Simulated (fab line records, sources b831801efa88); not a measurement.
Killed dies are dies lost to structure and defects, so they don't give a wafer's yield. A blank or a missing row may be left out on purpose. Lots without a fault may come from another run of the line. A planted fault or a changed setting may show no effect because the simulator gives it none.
Which tool did it? | flow gf180mcu | 11 lots, 33 wafers sampled, at 2 steps of a route of 602

WHAT THE GAUGES READ, wafer by wafer
GF_M4_OVL_MEAS_15.
lot  | measured     | on         | M4_OVL (nm)
L876 | day 23 14:52 | overlay-02 | 2 0 -5
L884 | day 26 09:25 | overlay-01 | 5 6 1
L889 | day 28 01:45 | overlay-02 | -2 -4 -4
L890 | day 28 11:34 | overlay-01 | 1 3 7
L892 | day 28 20:21 | overlay-02 | 6 4 -6
L893 | day 29 01:19 | overlay-02 | 1 1 -4
L894 | day 29 09:34 | overlay-01 | 2 1 4
L895 | day 29 14:31 | overlay-02 | 4 11 11
L896 | day 30 00:24 | overlay-01 | 1 3 -8
L897 | day 30 08:27 | overlay-01 | -3 2 -4
L898 | day 30 09:27 | overlay-01 | 1 -6 -4

WHICH TOOL RAN EACH LOT (tool, then ch and the chambers of the sampled wafers, then the start)
lot  | GF_V3_SPUTTER_22
L876 | pvd_sputter-02, day 22 15:04
L884 | pvd_sputter-04, day 25 11:32
L889 | pvd_sputter-03, day 27 04:35
L890 | pvd_sputter-02, day 27 14:58
L892 | pvd_sputter-04, day 28 00:31
L893 | pvd_sputter-04, day 28 05:31
L894 | pvd_sputter-03, day 28 13:50
L895 | pvd_sputter-04, day 28 19:05
L896 | pvd_sputter-03, day 29 05:02
L897 | pvd_sputter-03, day 29 12:43
L898 | pvd_sputter-03, day 29 14:23
- GF_V3_SPUTTER_22: material TiN, target thk 10 nm, time 40 s.

THE ANSWER, worked out from the rows above alone
Rule: what is usual is taken from the lots themselves. Put in order of their means at a reading, lots are off if they are a third of the lots or fewer, leave a main group of 4 or more, and stand apart from it by a gap of 3 or more times the standard deviation of the main group's means; of several such gaps the widest counts. A main group whose means are all the same, to the digits that the tables above print for the reading, isn't used. A lot without any number at a reading at which 4 lots or more have one is off too. The other lots that the step has rows for count as sound.
No lot is off at any reading shown: from this, nothing can be told.

WHAT THE SIMULATOR HAD PUT IN
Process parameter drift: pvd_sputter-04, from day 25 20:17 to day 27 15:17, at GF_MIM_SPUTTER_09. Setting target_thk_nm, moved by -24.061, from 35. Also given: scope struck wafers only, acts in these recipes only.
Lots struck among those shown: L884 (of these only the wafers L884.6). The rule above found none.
